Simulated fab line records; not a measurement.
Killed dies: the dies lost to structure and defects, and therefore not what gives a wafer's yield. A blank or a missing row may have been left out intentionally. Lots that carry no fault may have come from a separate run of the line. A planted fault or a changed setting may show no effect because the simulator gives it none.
Comparing a struck lot with a sound one -- flow sky130 -- 14 out of 708 route steps
Sound: wafers L557.3, L557.4, L557.5. Wafers L555.2, L555.3, L555.5 were the ones struck. Last of all comes the cause.
For every step that has rows: the tool of each side, followed by ch and its chambers, followed by its first start. Under that, the readings that differ: sound wafers -- struck wafers -- difference of the means -- sigmas: that difference in standard deviations of wafers without a fault.
alike: words and numbers the same on both sides, and readings whose means are apart by under 2 such deviations; not compared: readings that were withheld, readings missing a value for some wafer, numbers with overlapping values and no deviation given by the record, and bounds like >300 which may hide the same value.
Wherever a step has rows on one side only, a row that says differs or no value, or a row with sigmas, the two part there. When numbers do not overlap yet have no deviation, they are printed without sigmas and do not part them. Lack of a reading on every wafer of one side parts them only where that side has two or more wafers.

first, 1 step without rows for these wafers: SKY_VIA4_DEVELOP_10 (develop time 60 s).
SKY_VIA4_OVL_MEAS_11:
  struck on overlay-01, day 45 07:26; sound on overlay-01, day 45 16:58
  alike: VIA4_OVL
SKY_VIA4_ETCH_12: etches SiO2 in C4F8/O2/Ar, stops on TiN, target depth 580 nm.
  sound on rie_diel-04 ch 0,2, day 45 16:59; struck on rie_diel-04 ch 1,3, day 45 07:28
  alike: oes_product_au
SKY_VIA4_STRIP_13: strips in O2/N2.
  sound on plasma_asher-01 ch 0,1, day 45 17:06; struck on plasma_asher-04 ch 0,1, day 45 07:32
  alike: drypump_motor_current_A, oes_product_au, strip_time_to_endpoint_s
  not compared: rf_hours_counter_h
then, 3 steps without rows for these wafers: SKY_VIA4_STRIP_14 (strips in post etch residue remover, time 1200 s); SKY_VIA4_CLEAN_15 (cleans in IPA, time 180 s); SKY_VIA4_CLEAN_16 (cleans in O3/DIW).
SKY_VIA4_SPUTTER_17: material TiN, target thk 20 nm, time 80 s.
  struck on pvd_sputter-02, day 45 08:10; sound on pvd_sputter-04, day 45 17:41
  alike: cathode_dc_power_W, throttle_valve_pct
SKY_VIA4_CVD_18: deposits W, target thk 505 nm, time 152.14 s.
  sound on cvd_w-01 ch 0,1, day 45 17:48; struck on cvd_w-02 ch 0,1, day 45 08:14
  alike: heater_power_w
SKY_VIA4_RS_MEAS_19: a four-point-probe measurement.
  struck on film_metro-04, day 45 08:24; sound on film_metro-01, day 45 17:56
  alike: VIA4_W_RS
SKY_VIA4_THK_MEAS_20: measures by xrf.
  struck on film_metro-04, day 45 08:31; sound on film_metro-01, day 45 18:02
reading,sound,struck,difference,sigmas
VIA4_W_THK (nm),514 521 514,500 497 499,-18,-3
then, 1 step without rows for these wafers: SKY_VIA4_CMP_21 (polishes, stops on SiO2, t overpolish 25 s, target thk 0 nm).
SKY_METAL5_SPUTTER_00: material Ti, target thk 15 nm, time 10 s.
  struck on pvd_sputter-04, day 45 08:52; sound on pvd_sputter-02, day 45 18:23
reading,sound,struck,difference,sigmas
model.Ti_of_METAL5_SPUTTER_00.thk_nm (nm),15.14 15.08 15.11,25.58 25.11 25.52,+10.29,
  alike: cathode_dc_power_W, throttle_valve_pct
SKY_METAL5_SPUTTER_01: material TiN, target thk 20 nm, time 16.7 s.
  struck on pvd_sputter-04, day 45 08:53; sound on pvd_sputter-02, day 45 18:24
  alike: cathode_dc_power_W, throttle_valve_pct

WHERE THEY PART
Within this record, at SKY_VIA4_THK_MEAS_20 only. Later steps at which nothing parts them and some readings are alike: SKY_METAL5_SPUTTER_00, SKY_METAL5_SPUTTER_01.

WHY: what the simulator had put in
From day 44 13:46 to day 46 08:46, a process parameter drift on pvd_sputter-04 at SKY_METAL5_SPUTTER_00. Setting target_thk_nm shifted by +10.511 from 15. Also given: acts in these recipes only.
